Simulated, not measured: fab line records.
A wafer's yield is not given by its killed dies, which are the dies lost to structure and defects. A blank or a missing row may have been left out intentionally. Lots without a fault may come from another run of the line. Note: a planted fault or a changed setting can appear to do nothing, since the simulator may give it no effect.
The same fault as seen by 2 desks / flow sky130 / numbers are kept per desk, each desk with only its own; the story behind them comes last

AT THE TOOL OWNER'S DESK: pecvd-01
The tool's own readings at SKY_PASSIVATION_CVD_02 (deposits Si3N4, target thk 540 nm): means of the sampled wafers that have a number, for each lot that ran on this tool. If a lot's mean is further than 4 standard deviations from the usual mean, the lot is out of limits and carries the mark OUT (the distance appears in the brackets).
Columns: A = heater_power_w at SKY_PASSIVATION_CVD_02, usual 766 W
lot=L414; first seen here=day 43 13:25; A=1044
lot=L421; first seen here=day 45 20:41; A=784
lot=L434; first seen here=day 49 02:44; A=978
lot=L437; first seen here=day 49 11:29; A=718
This desk's verdict: no lot among the 4 shows anything out of limits.

METROLOGY DESK
Lot by lot, what the gauges showed, no matter which tool ran the lot: averages of those sampled wafers that carry a number. If a lot's mean is further than 4 standard deviations from the usual mean, the lot is out of limits and carries the mark OUT (the distance appears in the brackets).
Columns: A = PASSIVATION_CVD_02_THK at SKY_PASSIVATION_THK_MEAS_03, usual 539 nm
lot=L414; first seen here=day 43 13:50; A=545
lot=L421; first seen here=day 45 20:56; A=622 (+11) OUT
lot=L427; first seen here=day 47 07:17; A=542
lot=L426; first seen here=day 47 08:25; A=539
lot=L429; first seen here=day 47 20:08; A=541
lot=L430; first seen here=day 48 00:47; A=540
lot=L431; first seen here=day 48 07:21; A=544
lot=L432; first seen here=day 48 08:11; A=541
lot=L433; first seen here=day 48 20:08; A=548
lot=L434; first seen here=day 49 02:59; A=534
lot=L437; first seen here=day 49 11:44; A=538
Per this desk, out of limits: L421; the first was L421, day 45 20:56 (PASSIVATION_CVD_02_THK at SKY_PASSIVATION_THK_MEAS_03). Within limits: L414, L427, L426, L429, L430, L431, L432, L433, L434, L437.

ALL TOGETHER
The metrology desk could have raised an alarm at day 45 20:56, on L421.
The tool owner's desk saw nothing out of limits.
On record at the tool owner's desk: L421, within its limits.
Every lot named ran SKY_PASSIVATION_CVD_02 on pecvd-01.

WHAT THE SIMULATOR PUT IN
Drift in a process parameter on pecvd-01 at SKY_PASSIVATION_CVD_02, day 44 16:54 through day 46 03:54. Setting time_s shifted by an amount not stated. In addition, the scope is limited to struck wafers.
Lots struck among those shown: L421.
Hours from the fault's start to each desk's first reading out of limits: the metrology desk, 28.
